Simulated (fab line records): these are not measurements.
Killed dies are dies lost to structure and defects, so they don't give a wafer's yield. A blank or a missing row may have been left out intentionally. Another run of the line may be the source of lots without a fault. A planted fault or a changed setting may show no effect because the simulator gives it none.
Code-filled problem report in 8D (eight disciplines) form | flow gf180mcu | the parts of the form that need people (team, actions taken, sign-off) are left out

1. THE ISSUE
Wafers free of any fault read 1197 ohm/sq (standard deviation 3.1) for LVPWELL_RS at GF_VT_IMPLANT_RS_MEAS_48, against a mean of 1158 ohm/sq on 6 wafers of 2 lots. That is -13 standard deviations from the usual mean.
The step: measures by four-point-probe.
Seen first at day 10 22:13 on film metro-04, wafer L379.3. At this step, 36 wafers from 12 lots have a number in the record. Rule for "out" (also "out of limits"): further than 4 standard deviations from the usual mean. All remaining wafers that have a number are taken as sound.

2. WHAT IT IS, WHAT IT ISN'T
question                    | is                           | is not
which readings at this step | LVPWELL_RS                   | -
which lots                  | L379, L380                   | L367, L368, L369, L370, L371, L375, L381, L382, L385, L388
which wafers of those lots  | all that have a number       | -
read on which gauges        | film metro-01, film metro-04 | film metro-02
when                        | from day 10 22:13            | up to then (18 sound wafers); but 12 sound wafers of L381, L382, L385, L388 came after

3. THE SUSPECTS, EACH WITH WHAT RULES IT OUT
Counting: a tool stays on the suspect list if, at a process step up to the reading, it processed all lots that are out and no sound lot following the first of them.
- the gauge at GF_VT_IMPLANT_RS_MEAS_48 is ruled out. Those wafers that are out were read across 2 gauges (film metro-01, film metro-04).
- implanter-02 at GF_LVPWELL_IMPLANT_08: kept. It ran every lot that is out, first L379 (day 6 15:32), and no sound lot after that; its last sound lot up to then is L371 (day 4 19:10). Its own dose ions cm2 readings are out on those wafers.
- plasma asher-01 at GF_VT_IMPLANT_STRIP_09 (strips in O2/N2): ruled out as a lasting fault. The sound lots L385, L388 went through it after L379, its earliest lot that is out (day 8 16:20).
After counting, what remains is implanter-02 at GF_LVPWELL_IMPLANT_08.

4. THE CAUSE (what the simulator had put in)
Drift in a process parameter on implanter-02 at GF_LVPWELL_IMPLANT_08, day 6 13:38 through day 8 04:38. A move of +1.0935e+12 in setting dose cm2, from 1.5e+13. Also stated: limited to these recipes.
The count eliminated every tool but this one.

5. THE EFFECT CHAIN, in route order
Each row: a reading where the mean over the struck wafers with a number is more than 3 standard deviations away from the usual. Only readings for which the record gives a usual standard deviation are gone through. hours: the time from each lot's start at the first step in this table that gives one to its start at this step, as a median over the lots. sigmas: the change in usual standard deviations.
hours | step                     | reading            | usual       | on struck wafers | change      | sigmas
0     | GF_LVPWELL_IMPLANT_08    | dose ions cm2      | 1.5001e+13  | 1.6093e+13       | +1.0923e+12 | +78
0     | GF_LVPWELL_IMPLANT_08    | faraday current uA | 84.7        | 91.8             | +7.1        | +4.5
103   | GF_VT_IMPLANT_RS_MEAS_48 | LVPWELL_RS         | 1197 ohm/sq | 1158             | -39         | -13
Here are the process steps it includes:
- GF_LVPWELL_IMPLANT_08

6. WHAT WOULD HAVE CAUGHT IT SOONER
105 hours passed between the start of the fault at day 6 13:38 and the first reading out of limits at a measuring or inspecting step in this record, taken at day 10 22:13.
At GF_LVPWELL_IMPLANT_08, the tool's own readings (dose ions cm2) were out on each struck wafer the step has a row for, so an alarm limit on them would have fired on the first such wafer.
By day 10 22:13 the whole set of lots that are out, 2 in number, had already begun GF_LVPWELL_IMPLANT_08 on implanter-02. None of them would have been spared by holding the tool at that moment.
